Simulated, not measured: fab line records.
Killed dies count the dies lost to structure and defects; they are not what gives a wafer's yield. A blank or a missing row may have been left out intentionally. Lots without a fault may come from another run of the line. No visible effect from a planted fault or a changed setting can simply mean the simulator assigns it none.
Chamber matching    flow sfq line    cmp-01 running SFQ_TRILAYER_A5B_CMP_CMP_130: 4 sister chambers
The step polishes, stops on Nb, target thk 340.7 nm. 4 wafers are shown with their chamber, then 8 later ones without.

== WAFERS, EACH WITH ITS CHAMBER ==
wafer   chamber  motor current A (A)
L549.3  2        9.7
L551.3  1        10.2
L554.6  3        10.1
L555.1  0        10.7

== WAFERS WITH NO CHAMBER GIVEN ==
wafer   motor current A (A)
L555.3  10.2
L555.2  10.1
L567.1  10.3
L567.2  10.7
L567.3  9.2
L568.2  9.6
L568.4  10.1
L568.5  10.0

== WHICH CHAMBER EACH WENT THROUGH ==
wafer   from the rows above           in truth
L555.3  can't be placed: 1 or 3       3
L555.2  can't be placed: 3 or 1       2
L567.1  can't be placed: 1 or 3 or 0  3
L567.2  0                             0
L567.3  2                             2
L568.2  2                             2
L568.4  can't be placed: 3 or 1       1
L568.5  can't be placed: 3 or 1 or 2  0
Correctly placed: 3 of 8. From these rows, 5 cannot be placed; in 3 the true chamber is one of the candidates. 0 placed wrongly.
How it was worked out, from the rows above alone: a wafer's distance from a chamber is the root of the sum, over the readings, of the square of ((its reading less the chamber's mean) divided by the reading's scatter). If the next closest chamber is less than 2 further off than the closest, the wafer can't be placed; otherwise it belongs to the closest. For every chamber, the mean is computed from those of its wafers that are shown. The scatter (one wafer shown for each chamber): square how far every hidden wafer sits from the nearest shown wafer, average those squares and take the square root.
